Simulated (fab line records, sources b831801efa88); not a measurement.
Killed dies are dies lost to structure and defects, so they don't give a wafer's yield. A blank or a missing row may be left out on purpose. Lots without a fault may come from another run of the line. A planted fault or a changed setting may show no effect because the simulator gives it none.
Chamber matching | flow sky130 | SKY_POLY_GATE_ETCH_17 on rie_si-01: 4 sister chambers
The step etches poly-Si in HBr/Cl2, stops on SiO2, target depth 180 nm, time 70.5 s. 8 wafers are shown with their chamber, then 12 later ones without.

WAFERS WITH THEIR CHAMBER
wafer  | chamber | drypump_motor_current_A (A) | he_backside_leak_sccm (sccm)
L085.3 | 1       | 5.9                         | 2.61
L085.6 | 1       | 5.9                         | 2.66
L087.2 | 3       | 5.2                         | 2.55
L087.3 | 2       | 6.3                         | 2.90
L087.5 | 0       | 5.0                         | 2.30
L089.2 | 3       | 5.1                         | 2.46
L089.3 | 0       | 5.0                         | 2.58
L089.4 | 2       | 6.3                         | 2.84

WAFERS WITHOUT THEIR CHAMBER
wafer  | drypump_motor_current_A (A) | he_backside_leak_sccm (sccm)
L091.1 | 5.9                         | 2.65
L091.3 | 5.1                         | 2.47
L091.4 | 6.4                         | 2.84
L093.1 | 5.0                         | 2.24
L093.2 | 5.1                         | 2.63
L093.4 | 6.3                         | 2.78
L095.2 | 6.3                         | 2.93
L095.3 | 5.9                         | 2.55
L095.4 | 5.1                         | 2.61
L097.1 | 5.9                         | 2.83
L097.4 | 5.0                         | 2.28
L097.6 | 5.0                         | 2.31

WHICH CHAMBER EACH WENT THROUGH
wafer  | from the rows above     | in truth
L091.1 | 1                       | 1
L091.3 | can't be placed: 3 or 0 | 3
L091.4 | 2                       | 2
L093.1 | 0                       | 0
L093.2 | can't be placed: 3 or 0 | 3
L093.4 | 2                       | 2
L095.2 | 2                       | 2
L095.3 | 1                       | 1
L095.4 | can't be placed: 3 or 0 | 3
L097.1 | 1                       | 1
L097.4 | 0                       | 0
L097.6 | 0                       | 0
Placed correctly: 9 of 12. Can't be placed from these rows: 3 (the true chamber is among the candidates in 3). Placed wrongly: 0.
How it was worked out, from the rows above alone: a wafer's distance from a chamber is the root of the sum, over the readings, of the square of ((its reading less the chamber's mean) divided by the reading's scatter). The wafer belongs to the nearest chamber; if the next one is less than 2 further off, it can't be placed. A chamber's mean is the mean of its shown wafers. The scatter: the root of (the sum of the squares of (reading less its chamber's mean) over the shown wafers, divided by (wafers less chambers)).
